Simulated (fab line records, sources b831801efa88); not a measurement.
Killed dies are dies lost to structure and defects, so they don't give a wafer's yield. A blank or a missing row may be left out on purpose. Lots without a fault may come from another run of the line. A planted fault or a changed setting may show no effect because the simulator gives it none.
One fault seen from 2 desks | flow sky130 | each desk has only its own numbers; what lay behind them comes last

THE TOOL OWNER'S DESK: hdpcvd-02
The tool's own readings at SKY_VIA1_HDPCVD_00 (deposits SiO2, target thk 1030 nm, time 171.7 s): means of the sampled wafers that have a number, for each lot that ran on this tool. A lot is out of limits, marked OUT, if its mean lies more than 4 standard deviations from the usual mean; the brackets give that distance.
Columns: A = run_length_s at SKY_VIA1_HDPCVD_00, usual 199.9 s
lot  | first seen here | A
L606 | day 33 23:11    | 199.6
L609 | day 35 05:05    | 199.6
L611 | day 35 22:22    | 199.8
L615 | day 37 01:56    | 231.2 (+98) OUT
L616 | day 37 08:47    | 215.6 (+49) OUT
L618 | day 38 01:18    | 215.6 (+49) OUT
This desk's finding: out of limits on L615, L616, L618; first on L615, day 37 01:56 (run_length_s at SKY_VIA1_HDPCVD_00). In limits: L606, L609, L611.

THE METROLOGY DESK
What the gauges read, lot by lot, whatever tool the lot ran on: means of the sampled wafers that have a number. A lot is out of limits, marked OUT, if its mean lies more than 4 standard deviations from the usual mean; the brackets give that distance.
Columns: A = VT_ADJUST_HVTR_TW at SKY_VT_ADJUST_HVTR_TW_MEAS_11, usual 212.3; B = SONOS_ONO_CVD_02_THK at SKY_SONOS_ONO_THK_MEAS_03, usual 10.50 nm; C = VIA1_HDPCVD_THK at SKY_VIA1_THK_MEAS_01, usual 1027 nm
lot  | first seen here | A     | B     | C
L604 | day 9 22:38     | 211.3 | 10.38 | 1034
L605 | day 10 11:20    | 212.4 | 10.51 | 1035
L606 | day 10 15:33    | 212.7 | 10.40 | 1029
L609 | day 11 11:38    | 212.8 | 10.55 | 1025
L610 | day 11 19:55    | 212.4 | 10.41 | 1030
L611 | day 12 06:28    | 212.0 | 10.51 | 1030
L615 | day 13 07:48    | 212.8 | 10.64 | 1219 (+20) OUT
L616 | day 13 17:49    | 210.5 | 10.57 | 1121 (+9.8) OUT
L618 | day 14 09:22    | 214.1 | 10.53 | 1126 (+10) OUT
L619 | day 14 19:23    | 213.7 | 10.61 | 1029
L623 | day 16 01:38    | 212.6 | 10.43 | 1014
L625 | day 16 17:24    | 212.5 | 10.43 | 1017
This desk's finding: out of limits on L615, L616, L618; first on L615, day 37 02:03 (VIA1_HDPCVD_THK at SKY_VIA1_THK_MEAS_01). In limits: L604, L605, L606, L609, L610, L611, L619, L623, L625.

PUT TOGETHER
The tool owner's desk could have raised an alarm at day 37 01:56, on L615, L616, L618.
The metrology desk could have raised an alarm at day 37 02:03, on L615, L616, L618.
Of the lots named, all ran SKY_VIA1_HDPCVD_00 on hdpcvd-02.

WHAT THE SIMULATOR HAD PUT IN
Process parameter drift: hdpcvd-02, from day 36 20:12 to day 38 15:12, at SKY_VIA1_HDPCVD_00. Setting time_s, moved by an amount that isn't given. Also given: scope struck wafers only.
Lots struck among those shown: L615, L616, L618.
Hours from the fault's start to each desk's first reading out of limits: the tool owner's desk, 6; the metrology desk, 6.
